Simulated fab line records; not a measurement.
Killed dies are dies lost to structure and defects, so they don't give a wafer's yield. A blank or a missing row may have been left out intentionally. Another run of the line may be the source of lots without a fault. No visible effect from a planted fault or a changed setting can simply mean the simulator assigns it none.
8D (eight disciplines) problem report, filled in by code :: flow sky130 :: the parts of the form that need people (team, actions taken, sign-off) are left out

## 1. THE PROBLEM
At SKY_PWDE_HMDS_01, prime_temp_c averages 123.94 C over 6 wafers from 2 lots, while fault-free wafers read 120.02 C, standard deviation 0.13. That puts it +30 standard deviations away from the usual mean.
The step: prime time 60 s.
Earliest sighting: wafer L934.1 on litho_track-03 at day 5 22:00. The record has a number at this step for 39 wafers belonging to 13 lots. Rule for "out", or "out of limits": more than 4 standard deviations from the usual mean. The other wafers with a number count as sound.

## 2. WHAT THIS IS AND IS NOT
question: which readings at this step
is: prime_temp_c
is not: -

question: which lots
is: L934, L935
is not: L924, L925, L926, L927, L929, L932, L933, L938, L940, L943, L947

question: which wafers of those lots
is: all that have a number
is not: -

question: read on which tools
is: litho_track-03
is not: litho_track-02, litho_track-04

question: when
is: from day 5 22:00
is not: up to then (21 sound wafers); but 12 sound wafers of L938, L940, L943, L947 came after

## 3. SUSPECTS, AND WHAT RULES EACH OUT
Counting: a tool at any process step up to the reading remains a suspect when it ran all the lots that are out and ran no sound lot after the first of those.
- litho_track-03 at SKY_PWDE_HMDS_01 (prime time 60 s): kept. It ran every lot that is out, first L934 (day 5 22:00), and no sound lot after that; its last sound lot up to then is L926 (day 4 16:58). Its own prime_temp_c readings are out on those wafers.
The count leaves litho_track-03 at SKY_PWDE_HMDS_01.

## 4. THE CAUSE (what the simulator had put in)
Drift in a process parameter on litho_track-03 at SKY_PWDE_HMDS_01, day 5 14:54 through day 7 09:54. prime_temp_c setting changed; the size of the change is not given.
After counting, this tool was the only one left.

## 5. THE CHAIN OF EFFECTS, in route order
Each row: a reading where the mean over the struck wafers with a number is more than 3 standard deviations away from the usual. Scope: only readings with a usual standard deviation given in the record; hours: median across lots of the time from each lot's start at the first step in this table that gives one to its start at this step; sigmas: change in usual standard deviations.
hours: 0
step: SKY_PWDE_HMDS_01
reading: prime_temp_c
usual: 120.02 C
on struck wafers: 123.94
change: +3.92
sigmas: +30
It contains these process steps:
- SKY_PWDE_HMDS_01: prime time 60 s.
Later measuring or inspecting steps at which every struck wafer that the step has a row for has a number for every such reading, and none has moved that far: SKY_VIA1_OVL_MEAS_13.

## 6. HOW IT WOULD HAVE BEEN CAUGHT EARLIER
The fault began at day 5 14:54; the first out-of-limits reading in this record came at day 5 22:00, 7 hours later.
